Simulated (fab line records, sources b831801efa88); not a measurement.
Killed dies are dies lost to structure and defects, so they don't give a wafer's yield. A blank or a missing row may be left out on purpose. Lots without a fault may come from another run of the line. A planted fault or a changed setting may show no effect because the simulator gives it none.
Split-lot experiment | flow sky130 | 5 lots, 23 wafers read, on a route of 708 steps

THE SPLIT
At SKY_VT_ADJUST_HVTP_IMPLANT_09, the setting energy_kev was moved away from the recipe's 150 on 7 of the 23 wafers read, by -2.5% to +3.3%. The other wafers ran this setting at the recipe's value.

The reading is taken at the split's own step.

THE READING
implant.drp_nm (the simulator's own value, which no gauge read), in nm, at SKY_VT_ADJUST_HVTP_IMPLANT_09. The file gives no usual value for it.

wafer  | tool, chamber at the split | energy_kev as run | against the recipe | implant.drp_nm, nm | against lot-mates on the recipe
L074.1 | implanter-01, 0            | 154.9             | +3.3%              | 34.3               | +0.90
L074.5 | implanter-01, 0            | 154.9             | +3.3%              | 34.3               | +0.90
L074.2 | implanter-01, 0            | 150               | recipe             | 33.4               | -
L074.4 | implanter-01, 0            | 150               | recipe             | 33.4               | -
L074.6 | implanter-01, 0            | 150               | recipe             | 33.4               | -
L078.1 | implanter-02, 0            | 150               | recipe             | 33.4               | -
L078.3 | implanter-02, 0            | 150               | recipe             | 33.4               | -
L078.2 | implanter-02, 0            | 154.5             | +3.0%              | 34.23              | +0.83
L078.5 | implanter-02, 0            | 154.5             | +3.0%              | 34.23              | +0.83
L078.6 | implanter-02, 0            | 154.5             | +3.0%              | 34.23              | +0.83
L079.1 | implanter-03, 0            | 150               | recipe             | 33.4               | -
L079.4 | implanter-03, 0            | 150               | recipe             | 33.4               | -
L079.5 | implanter-03, 0            | 150               | recipe             | 33.4               | -
L080.1 | implanter-01, 0            | 150               | recipe             | 33.4               | -
L080.2 | implanter-01, 0            | 150               | recipe             | 33.4               | -
L080.4 | implanter-01, 0            | 150               | recipe             | 33.4               | -
L080.5 | implanter-01, 0            | 150               | recipe             | 33.4               | -
L080.6 | implanter-01, 0            | 150               | recipe             | 33.4               | -
L082.2 | implanter-03, 0            | 150               | recipe             | 33.4               | -
L082.5 | implanter-03, 0            | 150               | recipe             | 33.4               | -
L082.6 | implanter-03, 0            | 150               | recipe             | 33.4               | -
L082.3 | implanter-03, 0            | 146.2             | -2.5%              | 32.72              | -0.68
L082.4 | implanter-03, 0            | 146.2             | -2.5%              | 32.72              | -0.68

THE FIT
A straight line over all 23 wafers: implant.drp_nm changes by +0.274 nm for each +1% of energy_kev; r = +1.00; the points scatter about the line by 0.0047 nm.
The same after taking each lot's own level away (the mean of its wafers on the recipe; 23 wafers): +0.274 nm for each +1%; r = +1.00; scatter 0.0047 nm.
On that fit, the largest move of energy_kev shifts the reading by 0.9 nm.
The lots' own levels span 33.400 to 33.400 nm.
So the lot-to-lot level changes the slope little: the two slopes agree.
Check: with one of the wafers moved furthest among these (+3.3%) left out of the fit, the line predicts +0.898 nm for it against its lot-mates. It came out at +0.9 nm against them.

OTHER SPLITS ON THESE WAFERS
These wafers also went through other splits before the reading. Each is held against what the fit with the lots' levels taken away leaves over:
other split on the same wafers  | wafers away from the commonest value | r with implant.drp_nm (lot level and that fit taken away)
SKY_FIELD_ISO_CVD_03 time_s     | 15                                   | -0.11
SKY_FIELD_ISO_ETCH_15 time_s    | 10                                   | +0.14
SKY_DNWELL_COAT_02 spin_rpm     | 10                                   | -0.11
SKY_PWDE_COAT_02 resist_thk_nm  | 7                                    | -0.32
SKY_NWELL_COAT_18 resist_thk_nm | 11                                   | +0.08
SKY_NWELL_IMPLANT_24 dose_cm2   | 9                                    | +0.39

THE WHOLE CHAIN: every reading that the file lists as answering this split, in the file's order
step                          | what it does | reading                                                         | change (the file's fit)               | r (the file's)
SKY_VT_ADJUST_HVTP_IMPLANT_09 |              | implant.rp_nm (the simulator's own value, which no gauge read)  | +0.798 nm for each +1% of the setting | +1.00
SKY_VT_ADJUST_HVTP_IMPLANT_09 |              | implant.drp_nm (the simulator's own value, which no gauge read) | +0.274 nm for each +1% of the setting | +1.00

THE FILE'S OWN FIT
implant.drp_nm changes by +0.274 nm for each +1% of energy_kev, r = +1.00.
